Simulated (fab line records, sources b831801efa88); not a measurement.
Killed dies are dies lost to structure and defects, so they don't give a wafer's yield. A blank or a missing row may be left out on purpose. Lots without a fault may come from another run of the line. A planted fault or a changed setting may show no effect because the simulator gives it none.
Which tool did it? | flow gf180mcu | 11 lots, 33 wafers sampled, at 3 steps of a route of 602

WHAT THE GAUGES READ, wafer by wafer
GF_CONTACT_RS_MEAS_25: measures by four-point-probe.
lot  | measured     | on            | CONTACT_W_RS (ohm/sq)
L939 | day 16 02:25 | film_metro-03 | 0.387 0.390 0.392
L940 | day 16 11:58 | film_metro-04 | 0.378 0.388 0.382
L941 | day 16 18:54 | film_metro-03 | 0.386 0.390 0.388
L943 | day 17 13:52 | film_metro-01 | 0.381 0.382 0.381
L945 | day 18 06:41 | film_metro-04 | 0.386 0.381 0.382
L946 | day 18 17:05 | film_metro-03 | 0.385 0.387 0.384
L948 | day 19 17:43 | film_metro-01 | 0.389 0.387 0.388
L952 | day 21 01:26 | film_metro-03 | 0.383 0.385 0.382
L955 | day 21 23:46 | film_metro-04 | 0.382 0.232 0.235 0.382 0.232 0.235
L956 | day 22 08:07 | film_metro-01 | 0.376 0.233 0.377 0.376 0.233 0.376
L961 | day 23 22:45 | film_metro-03 | 0.382 0.377 0.383

WHICH TOOL RAN EACH LOT (tool, then ch and the chambers of the sampled wafers, then the start)
lot  | GF_SALICIDE_RTA_06               | GF_CONTACT_CVD_24
L939 | rtp_anneal-01 ch 0, day 15 02:23 | cvd_w-02 ch 0,1, day 16 02:17
L940 | rtp_anneal-01 ch 0, day 15 12:19 | cvd_w-02 ch 1, day 16 11:52
L941 | rtp_anneal-02 ch 0, day 15 18:55 | cvd_w-02 ch 0, day 16 18:47
L943 | rtp_anneal-01 ch 0, day 16 13:19 | cvd_w-01 ch 0, day 17 13:44
L945 | rtp_anneal-02 ch 0, day 17 05:48 | cvd_w-02 ch 0,1, day 18 06:35
L946 | rtp_anneal-01 ch 0, day 17 16:02 | cvd_w-02 ch 0,1, day 18 16:57
L948 | rtp_anneal-01 ch 0, day 18 15:23 | cvd_w-01 ch 0, day 19 17:37
L952 | rtp_anneal-02 ch 0, day 19 23:45 | cvd_w-01 ch 0,1, day 21 01:20
L955 | rtp_anneal-01 ch 0, day 20 22:36 | cvd_w-02 ch 0,1, day 21 23:40
L956 | rtp_anneal-02 ch 0, day 21 07:02 | cvd_w-02 ch 1, day 22 07:56
L961 | rtp_anneal-02 ch 0, day 22 21:37 | cvd_w-01 ch 0,1, day 23 22:38
- GF_SALICIDE_RTA_06: time 30 s.
- GF_CONTACT_CVD_24: deposits W, target thk 300 nm, time 90.339 s.

THE ANSWER, worked out from the rows above alone
Rule: what is usual is taken from the lots themselves. Put in order of their means at a reading, lots are off if they are a third of the lots or fewer, leave a main group of 4 or more, and stand apart from it by a gap of 3 or more times the standard deviation of the main group's means; of several such gaps the widest counts. A main group whose means are all the same, to the digits that the tables above print for the reading, isn't used. A lot without any number at a reading at which 4 lots or more have one is off too. The other lots that the step has rows for count as sound.
Off: L955, L956, at GF_CONTACT_RS_MEAS_25 (CONTACT_W_RS). The main group: mean 0.385 ohm/sq, standard deviation 0.003.
A tool fits if, at a process step before that reading, it ran every lot that is off, and no sound lot after the first of them. The gauges at GF_CONTACT_RS_MEAS_25 are tried like those tools. One fits: cvd_w-02 at GF_CONTACT_CVD_24. Its last sound lot is L946 (day 18 16:57), its first lot that is off L955 (day 21 23:40): a fault that began between those two fits.

WHAT THE SIMULATOR HAD PUT IN
Process parameter drift: cvd_w-02, from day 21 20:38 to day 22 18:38, at GF_CONTACT_CVD_24. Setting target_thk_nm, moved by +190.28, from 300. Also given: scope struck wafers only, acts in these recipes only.
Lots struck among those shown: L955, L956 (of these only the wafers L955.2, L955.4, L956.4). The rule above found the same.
